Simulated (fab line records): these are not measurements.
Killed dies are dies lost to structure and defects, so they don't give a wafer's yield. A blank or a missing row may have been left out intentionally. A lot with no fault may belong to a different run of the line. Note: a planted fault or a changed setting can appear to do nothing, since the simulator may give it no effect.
The tool behind it: which one? -- flow sky130 -- 36 wafers from 12 lots sampled at 5 of the route's 708 steps

WHAT THE GAUGES READ, wafer by wafer
Not one reading of a measure or inspect step in the record can be checked against a usual standard deviation.

WHAT TOOL EACH LOT RAN ON (gives the tool, then ch and the chambers of the sampled wafers, and finally the start)
lot,SKY_LI_CONTACT_HDPCVD_00,SKY_CAP2M_METAL_ETCH_13,SKY_VIA4_STRIP_13,SKY_PASSIVATION_STRIP_12,SKY_PAD_OPEN_PROBE_99
L461,"hdpcvd-01 ch 0,2, day 28 23:04","rie metal-02 ch 0,1, day 41 14:32","plasma asher-02 ch 0,1, day 43 15:07","plasma asher-03 ch 0,1, day 45 14:07",-
L462,"hdpcvd-02 ch 0,2, day 29 03:52","rie metal-02 ch 0,1, day 41 19:21","plasma asher-02 ch 0,1, day 43 19:35","plasma asher-01 ch 0,1, day 45 17:46",-
L463,"hdpcvd-02 ch 0,1,2, day 29 06:35","rie metal-03 ch 1, day 41 22:47","plasma asher-02 ch 0,1, day 43 23:37","plasma asher-01 ch 0,1, day 45 22:37","prober-02, day 46 21:14"
L464,"hdpcvd-01 ch 0,1, day 29 16:26","rie metal-02 ch 0,1, day 42 05:17","plasma asher-04 ch 0,1, day 44 05:35","plasma asher-03 ch 0,1, day 46 03:28",-
L465,"hdpcvd-02 ch 0,1, day 30 03:20","rie metal-03 ch 0,1, day 42 14:39","plasma asher-01 ch 0,1, day 44 15:02","plasma asher-03 ch 0,1, day 46 12:02",-
L469,"hdpcvd-02 ch 0,1, day 31 07:26","rie metal-03 ch 0,1, day 43 14:57","plasma asher-02 ch 1, day 45 13:53","plasma asher-03 ch 0, day 47 07:49",-
L470,"hdpcvd-02 ch 1,2, day 31 16:22","rie metal-02 ch 0,1, day 43 23:43","plasma asher-04 ch 0,1, day 45 22:04","plasma asher-03 ch 0,1, day 47 18:37",-
L472,"hdpcvd-02 ch 1,2, day 32 10:02","rie metal-02 ch 0,1, day 44 10:02","plasma asher-04 ch 0,1, day 46 07:26","plasma asher-03 ch 0,1, day 48 02:38","prober-01, day 49 00:02"
L474,"hdpcvd-02 ch 0,2, day 32 22:43","rie metal-03 ch 0,1, day 45 00:30","plasma asher-02 ch 0,1, day 46 21:05","plasma asher-04 ch 0,1, day 48 15:37","prober-01, day 49 11:59"
L476,"hdpcvd-02 ch 1,2, day 33 14:41","rie metal-03 ch 0,1, day 45 12:19","plasma asher-02 ch 0,1, day 47 06:43","plasma asher-03 ch 0,1, day 48 23:43","prober-01, day 49 19:45"
L481,"hdpcvd-01 ch 0,1,2, day 34 20:10","rie metal-04 ch 0,1, day 46 11:37","plasma asher-02 ch 0,1, day 48 06:20","plasma asher-03 ch 0,1, day 49 20:23",-
L483,"hdpcvd-01 ch 0,1,2, day 35 10:40","rie metal-02 ch 0,1, day 46 23:50","plasma asher-04 ch 0,1, day 48 17:01","plasma asher-01 ch 0,1, day 50 06:30",-
- SKY_LI_CONTACT_HDPCVD_00: deposits PSG, target thk 930 nm, time 155 s.
- SKY_CAP2M_METAL_ETCH_13: etches TiN in Cl2/BCl3, stops on SiO2, target depth 220 nm, time 62.9 s.
- SKY_VIA4_STRIP_13: strips in O2/N2.
- SKY_PASSIVATION_STRIP_12: strips in O2/N2.
- SKY_PAD_OPEN_PROBE_99

WHAT THE TOOLS THEMSELVES READ (means of the sampled wafers that have a number; where no wafer has one, the mark that the record gives instead)
SKY_CAP2M_METAL_ETCH_13. Usual: drypump motor current A 5.5 A, standard deviation 0.49; oes product au 0.942 a.u., standard deviation 0.0067; throttle valve pct 21.901 %, standard deviation 0.0087.
lot,tool,drypump motor current A (A),oes product au (a.u.),throttle valve pct (%),flag
L461,rie metal-02,5.6,0.935,21.895,
L462,rie metal-02,5.6,0.941,21.898,
L463,rie metal-03,6.0,0.932,21.913,
L464,rie metal-02,5.6,0.947,21.900,
L465,rie metal-03,5.5,0.939,21.900,
L469,rie metal-03,5.7,0.945,21.898,
L470,rie metal-02,6.0,0.947,21.894,
L472,rie metal-02,5.6,0.950,21.902,
L474,rie metal-03,5.5,0.944,21.893,
L476,rie metal-03,5.7,0.940,21.904,
L481,rie metal-04,5.4,0.938,21.903,
L483,rie metal-02,6.0,0.940,21.904,

SKY_VIA4_STRIP_13. Usual: drypump motor current A 5.7 A, standard deviation 0.44; oes product au 0.709 a.u., standard deviation 0.0046; strip time to endpoint s 12.801 s, standard deviation 0.026.
lot,tool,drypump motor current A (A),oes product au (a.u.),strip time to endpoint s (s),flag
L461,plasma asher-02,5.6,0.710,12.829,
L462,plasma asher-02,5.9,0.710,12.755,
L463,plasma asher-02,5.8,0.708,12.812,
L464,plasma asher-04,5.3,0.708,12.780,
L465,plasma asher-01,6.1,0.708,12.790,
L469,plasma asher-02,6.1,0.705,12.789,
L470,plasma asher-04,5.2,0.714,12.796,
L472,plasma asher-04,5.2,0.709,12.823,
L474,plasma asher-02,5.8,0.703,12.806,
L476,plasma asher-02,5.6,0.707,12.795,
L481,plasma asher-02,5.8,0.711,12.810,
L483,plasma asher-04,5.4,0.708,12.818,

SKY_PASSIVATION_STRIP_12. Usual: drypump motor current A 5.5 A, standard deviation 0.41; oes product au 0.660 a.u., standard deviation 0.0045; strip time to endpoint s 31.52 s, standard deviation 0.13.
lot,tool,drypump motor current A (A),oes product au (a.u.),strip time to endpoint s (s),flag
L461,plasma asher-03,5.3,0.660,31.57,
L462,plasma asher-01,5.7,0.660,31.39,
L463,plasma asher-01,5.7,0.663,31.36,
L464,plasma asher-03,5.3,0.659,31.61,
L465,plasma asher-03,5.4,0.659,31.56,
L469,plasma asher-03,5.6,0.661,31.58,
L470,plasma asher-03,5.4,0.659,31.58,
L472,plasma asher-03,5.5,0.658,31.45,
L474,plasma asher-04,5.4,0.661,31.64,
L476,plasma asher-03,5.5,0.661,31.49,
L481,plasma asher-03,5.5,0.661,31.56,
L483,plasma asher-01,5.7,0.662,31.48,

SKY_PAD_OPEN_PROBE_99. Usual: killed_at_M0_to_M3 42, standard deviation 7.2; killed_at_M4_up 3.5, standard deviation 1.8; killed at contacts 25, standard deviation 5.7; killed at front end 16, standard deviation 4.6; killed at other 0.2, standard deviation 0.41; killed dies 86, standard deviation 9.3; killed open 47, standard deviation 6.3; killed short 39, standard deviation 5.9.
lot,tool,killed_at_M0_to_M3,killed_at_M4_up,killed at contacts,killed at front end,killed at other,killed dies,killed open,killed short,flag
L463,prober-02,37,3.3,20,14,0.0,74,42,32,
L472,prober-01,41,4.3,27,15,0.3,87,49,38,
L474,prober-01,44,4.0,58,9,0.3,116,40,41,OFF
L476,prober-01,43,5.3,57,19,0.0,124,51,38,OFF

THE ANSWER, worked out from the rows above alone
Rule: lot off if the mean of its wafers having a number is beyond 3 standard deviations from the usual mean. Also off: a lot with no number at a reading for which 4 or more lots have one. The other lots that the step has rows for count as sound. After the gauges, taken in route order, come the tools' own readings; for these a lot's mean is taken, as printed above. The first step at which some lot is off is used, and at that step the reading that is off furthest; a lot without a number counts as furthest.
Off at SKY_PAD_OPEN_PROBE_99 (killed at contacts): L474, L476. Neither off nor sound, because the step has no rows for them: L461, L462, L464, L465, L469, L470, L481, L483.
If a tool, at that step or one of the process steps before it, ran each lot that is off and ran no sound lot following the first of them, it fits. Can't be told from this: 4 tools fit, hdpcvd-02 at SKY_LI_CONTACT_HDPCVD_00, rie metal-03 at SKY_CAP2M_METAL_ETCH_13, plasma asher-02 at SKY_VIA4_STRIP_13, prober-01 at SKY_PAD_OPEN_PROBE_99.

WHAT THE SIMULATOR PUT IN
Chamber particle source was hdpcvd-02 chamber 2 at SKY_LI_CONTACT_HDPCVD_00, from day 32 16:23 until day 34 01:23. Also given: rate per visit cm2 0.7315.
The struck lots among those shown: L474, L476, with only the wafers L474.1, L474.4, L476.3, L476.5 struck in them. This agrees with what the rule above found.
